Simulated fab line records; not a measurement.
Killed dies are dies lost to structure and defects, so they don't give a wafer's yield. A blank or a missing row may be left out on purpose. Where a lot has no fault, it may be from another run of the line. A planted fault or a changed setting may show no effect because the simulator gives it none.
Which tool did it? :: flow gf180mcu :: 15 lots with 45 wafers sampled at 3 steps, on a route of 602 steps

WHAT THE GAUGES SHOWED, per wafer
GF_V3_THK_MEAS_25: measures by xrf.
lot: L370
measured: day 22 13:02
on: film metro-01
V3_W_THK (nm): 339 339 332

lot: L371
measured: day 23 08:41
on: film metro-01
V3_W_THK (nm): 332 342 337

lot: L374
measured: day 24 07:37
on: film metro-03
V3_W_THK (nm): 340 338 343

lot: L375
measured: day 24 16:55
on: film metro-01
V3_W_THK (nm): 342 333 336

lot: L377
measured: day 25 01:46
on: film metro-01
V3_W_THK (nm): 338 342 342

lot: L376
measured: day 25 03:32
on: film metro-04
V3_W_THK (nm): 326 329 325

lot: L378
measured: day 25 10:35
on: film metro-03
V3_W_THK (nm): 349 346 346

lot: L379
measured: day 25 18:17
on: film metro-03
V3_W_THK (nm): 344 344 346

lot: L380
measured: day 25 23:43
on: film metro-03
V3_W_THK (nm): 343 347 347

lot: L381
measured: day 26 05:08
on: film metro-01
V3_W_THK (nm): 344 344 342

lot: L382
measured: day 26 13:36
on: film metro-04
V3_W_THK (nm): 333 335 334

lot: L389
measured: day 28 11:17
on: film metro-03
V3_W_THK (nm): 350 353 351

lot: L390
measured: day 28 20:22
on: film metro-01
V3_W_THK (nm): 339 337 341

lot: L391
measured: day 29 04:46
on: film metro-03
V3_W_THK (nm): 341 337 341

lot: L392
measured: day 29 07:01
on: film metro-04
V3_W_THK (nm): 324 327 323

TOOL THAT RAN EACH LOT (tool first, then ch and the chambers of the sampled wafers, then the start)
lot: L370
GF_V3_ETCH_16: rie diel-03 ch 0,3, day 22 12:01
GF_V3_CVD_23: cvd w-02 ch 0,1, day 22 12:47

lot: L371
GF_V3_ETCH_16: rie diel-01 ch 1,2,3, day 23 07:40
GF_V3_CVD_23: cvd w-02 ch 0,1, day 23 08:28

lot: L374
GF_V3_ETCH_16: rie diel-04 ch 0,1,3, day 24 06:13
GF_V3_CVD_23: cvd w-01 ch 0,1, day 24 07:23

lot: L375
GF_V3_ETCH_16: rie diel-01 ch 0,1,3, day 24 15:52
GF_V3_CVD_23: cvd w-01 ch 0,1, day 24 16:41

lot: L377
GF_V3_ETCH_16: rie diel-01 ch 0,1,3, day 25 00:43
GF_V3_CVD_23: cvd w-01 ch 0,1, day 25 01:31

lot: L376
GF_V3_ETCH_16: rie diel-01 ch 0,2,3, day 25 02:28
GF_V3_CVD_23: cvd w-02 ch 0,1, day 25 03:19

lot: L378
GF_V3_ETCH_16: rie diel-03 ch 0,1,3, day 25 09:34
GF_V3_CVD_23: cvd w-01 ch 0,1, day 25 10:20

lot: L379
GF_V3_ETCH_16: rie diel-03 ch 0,2,3, day 25 17:16
GF_V3_CVD_23: cvd w-01 ch 0, day 25 18:02

lot: L380
GF_V3_ETCH_16: rie diel-03 ch 0,2,3, day 25 22:43
GF_V3_CVD_23: cvd w-01 ch 0,1, day 25 23:29

lot: L381
GF_V3_ETCH_16: rie diel-04 ch 0,2, day 26 04:01
GF_V3_CVD_23: cvd w-01 ch 0,1, day 26 04:55

lot: L382
GF_V3_ETCH_16: rie diel-01 ch 1,2,3, day 26 12:10
GF_V3_CVD_23: cvd w-01 ch 0,1, day 26 13:22

lot: L389
GF_V3_ETCH_16: rie diel-03 ch 0,2, day 28 09:49
GF_V3_CVD_23: cvd w-02 ch 0,1, day 28 11:04

lot: L390
GF_V3_ETCH_16: rie diel-03 ch 0,1,3, day 28 18:55
GF_V3_CVD_23: cvd w-02 ch 0, day 28 20:02

lot: L391
GF_V3_ETCH_16: rie diel-04 ch 1,2,3, day 29 03:46
GF_V3_CVD_23: cvd w-01 ch 1, day 29 04:32

lot: L392
GF_V3_ETCH_16: rie diel-01 ch 1,2,3, day 29 05:55
GF_V3_CVD_23: cvd w-01 ch 0,1, day 29 06:47
- GF_V3_ETCH_16: etches BARC in N2/H2.
- GF_V3_CVD_23: deposits W, target thk 350 nm, time 104.9 s.

WHAT THE TOOLS THEMSELVES READ (means of the sampled wafers that have a number; where no wafer has one, the mark that the record gives instead)
GF_V3_ETCH_16.
lot: L370
tool: rie diel-03
drypump motor current A (A): 5.3
n2 flow sccm (sccm): 99.87
oes product au (a.u.): 0.856
rf fwd power W (W): 494.7
throttle valve pct (%): 13.226

lot: L371
tool: rie diel-01
drypump motor current A (A): 6.2
n2 flow sccm (sccm): 100.03
oes product au (a.u.): 0.859
rf fwd power W (W): 494.7
throttle valve pct (%): 13.226

lot: L374
tool: rie diel-04
drypump motor current A (A): 6.0
n2 flow sccm (sccm): 100.06
oes product au (a.u.): 0.857
rf fwd power W (W): 495.7
throttle valve pct (%): 13.224

lot: L375
tool: rie diel-01
drypump motor current A (A): 6.2
n2 flow sccm (sccm): 99.99
oes product au (a.u.): 0.862
rf fwd power W (W): 495.7
throttle valve pct (%): 13.232

lot: L377
tool: rie diel-01
drypump motor current A (A): 6.3
n2 flow sccm (sccm): 99.55
oes product au (a.u.): 0.859
rf fwd power W (W): 497.5
throttle valve pct (%): 13.227

lot: L376
tool: rie diel-01
drypump motor current A (A): 6.3
n2 flow sccm (sccm): 99.63
oes product au (a.u.): 0.854
rf fwd power W (W): 496.6
throttle valve pct (%): 13.226

lot: L378
tool: rie diel-03
drypump motor current A (A): 5.4
n2 flow sccm (sccm): 100.31
oes product au (a.u.): 0.855
rf fwd power W (W): 494.1
throttle valve pct (%): 13.221

lot: L379
tool: rie diel-03
drypump motor current A (A): 5.3
n2 flow sccm (sccm): 99.85
oes product au (a.u.): 0.854
rf fwd power W (W): 494.8
throttle valve pct (%): 13.223

lot: L380
tool: rie diel-03
drypump motor current A (A): 5.3
n2 flow sccm (sccm): 100.27
oes product au (a.u.): 0.854
rf fwd power W (W): 493.0
throttle valve pct (%): 13.226

lot: L381
tool: rie diel-04
drypump motor current A (A): 5.6
n2 flow sccm (sccm): 99.92
oes product au (a.u.): 0.858
rf fwd power W (W): 496.0
throttle valve pct (%): 13.220

lot: L382
tool: rie diel-01
drypump motor current A (A): 6.2
n2 flow sccm (sccm): 100.04
oes product au (a.u.): 0.851
rf fwd power W (W): 496.7
throttle valve pct (%): 13.231

lot: L389
tool: rie diel-03
drypump motor current A (A): 5.4
n2 flow sccm (sccm): 99.98
oes product au (a.u.): 0.853
rf fwd power W (W): 492.3
throttle valve pct (%): 13.222

lot: L390
tool: rie diel-03
drypump motor current A (A): 5.4
n2 flow sccm (sccm): 99.87
oes product au (a.u.): 0.858
rf fwd power W (W): 494.0
throttle valve pct (%): 13.225

lot: L391
tool: rie diel-04
drypump motor current A (A): 6.0
n2 flow sccm (sccm): 100.07
oes product au (a.u.): 0.859
rf fwd power W (W): 497.4
throttle valve pct (%): 13.228

lot: L392
tool: rie diel-01
drypump motor current A (A): 6.3
n2 flow sccm (sccm): 99.98
oes product au (a.u.): 0.853
rf fwd power W (W): 495.3
throttle valve pct (%): 13.227

GF_V3_CVD_23.
lot: L370
tool: cvd w-02
heater power w (W): 775

lot: L371
tool: cvd w-02
heater power w (W): 737

lot: L374
tool: cvd w-01
heater power w (W): 932

lot: L375
tool: cvd w-01
heater power w (W): 921

lot: L377
tool: cvd w-01
heater power w (W): 886

lot: L376
tool: cvd w-02
heater power w (W): 739

lot: L378
tool: cvd w-01
heater power w (W): 907

lot: L379
tool: cvd w-01
heater power w (W): 870

lot: L380
tool: cvd w-01
heater power w (W): 939

lot: L381
tool: cvd w-01
heater power w (W): 922

lot: L382
tool: cvd w-01
heater power w (W): 917

lot: L389
tool: cvd w-02
heater power w (W): 779

lot: L390
tool: cvd w-02
heater power w (W): 816

lot: L391
tool: cvd w-01
heater power w (W): 943

lot: L392
tool: cvd w-01
heater power w (W): 924

THE ANSWER, worked out from the rows above alone
Rule: usual is defined by the lots themselves. The widest of any qualifying gaps counts: lots, ordered by their means at a reading, are off when they make up no more than a third of the lots, leave a main group of 4 or more, and stand apart from it by 3 or more times the standard deviation of that group's means. If all means in a main group match to the digits the tables above print for the reading, that group is not used. Also off: a lot with no number at a reading for which 4 or more lots have one. Any other lot the step has rows for is counted as sound. Order of review: gauges by route order, followed by the tools' own readings, for which a lot's mean as printed above is used. At the first step where some lot is off, the reading lying furthest off is the one used; lots without a number count as furthest.
No lot is off on any of the readings shown, so nothing can be concluded from this.

WHAT HAD BEEN PUT IN BY THE SIMULATOR
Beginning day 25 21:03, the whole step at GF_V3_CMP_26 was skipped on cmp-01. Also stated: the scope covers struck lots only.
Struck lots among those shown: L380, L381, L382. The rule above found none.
